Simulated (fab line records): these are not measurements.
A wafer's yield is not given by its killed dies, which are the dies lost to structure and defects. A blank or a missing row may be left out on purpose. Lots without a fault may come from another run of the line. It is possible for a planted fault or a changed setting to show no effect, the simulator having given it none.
8D (eight disciplines) problem report, filled in by code    flow sky130    the parts of the form that need people (team, actions taken, sign-off) are left out

## 1. THE PROBLEM
Wafers without a fault read 0.855 a.u., standard deviation 0.0049; oes-product-au at SKY_VIA2_ETCH_14 reads a mean of 0.981 a.u. on 3 wafers belonging to 2 lots. Relative to the usual mean, that is a shift of +26 standard deviations.
The step: etches BARC in N2/H2, stops on SiO2, time 45.9 s, target depth 60 nm.
First observed at day 39 06:26: wafer L445.1, on rie-diel-02. The record holds 42 wafers of 14 lots with a number at this step. By rule, "out" or "out of limits" means more than 4 standard deviations away from the usual mean. Any other wafer with a number is counted as sound.

## 2. WHAT IT IS, WHAT IT ISN'T
question                     is                            is not
which readings at this step  oes-product-au, run-length-s  drypump-motor-current-A, throttle-valve-pct
which lots                   L445, L446                    L435, L436, L437, L438, L439, L440, L441, L443, L444, L448, L456, L457
which wafers of those lots   L445.1, L445.4, L446.3        L445.2, L446.2, L446.5
read on which tools          rie-diel-02                   rie-diel-03, rie-diel-04
when                         from day 39 06:26             up to then (28 sound wafers); but 11 sound wafers of L446, L448, L456, L457 came after

## 3. WHAT RULES OUT EACH SUSPECT
Counting: if a tool at a process step up to the reading ran every lot that is out, it stays a suspect. Sound lots after the first of them don't rule it out here, since some wafers of a struck lot are sound.
- rie-diel-02 at SKY_VIA2_ETCH_14 (etches BARC in N2/H2, stops on SiO2, time 45.9 s, target depth 60 nm): kept. It ran every lot that is out, first L445 (day 39 06:26); its last sound lot up to then is L444 (day 39 05:16). On those wafers its own readings are out: oes-product-au, run-length-s.
The count leaves rie-diel-02 at SKY_VIA2_ETCH_14.

## 4. THE CAUSE (what the simulator had put in)
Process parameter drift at SKY_VIA2_ETCH_14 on rie-diel-02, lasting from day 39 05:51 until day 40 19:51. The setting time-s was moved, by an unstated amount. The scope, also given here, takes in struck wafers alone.
This tool alone remained once counting was done.

## 5. THE CHAIN OF EFFECTS, in route order
One row per reading whose mean, taken over the struck wafers that have a number, lies over 3 standard deviations from the usual. Only readings whose record carries a usual standard deviation are examined. hours: median over the lots of the time between each lot's start at the first step of this table that gives one and its start at this step. sigmas: the change, counted in usual standard deviations.
hours  step              reading         usual       on struck wafers  change  sigmas
0      SKY_VIA2_ETCH_14  oes-product-au  0.855 a.u.  0.981             +0.126  +26
0      SKY_VIA2_ETCH_14  run-length-s    74.3 s      67.9              -6.4    -13
It contains these process steps:
- SKY_VIA2_ETCH_14: etches BARC in N2/H2, stops on SiO2, time 45.9 s, target depth 60 nm.

## 6. HOW IT WOULD HAVE BEEN CAUGHT EARLIER
In this record the first reading out of limits was taken at day 39 06:26, 1 hour after the fault began at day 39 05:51.
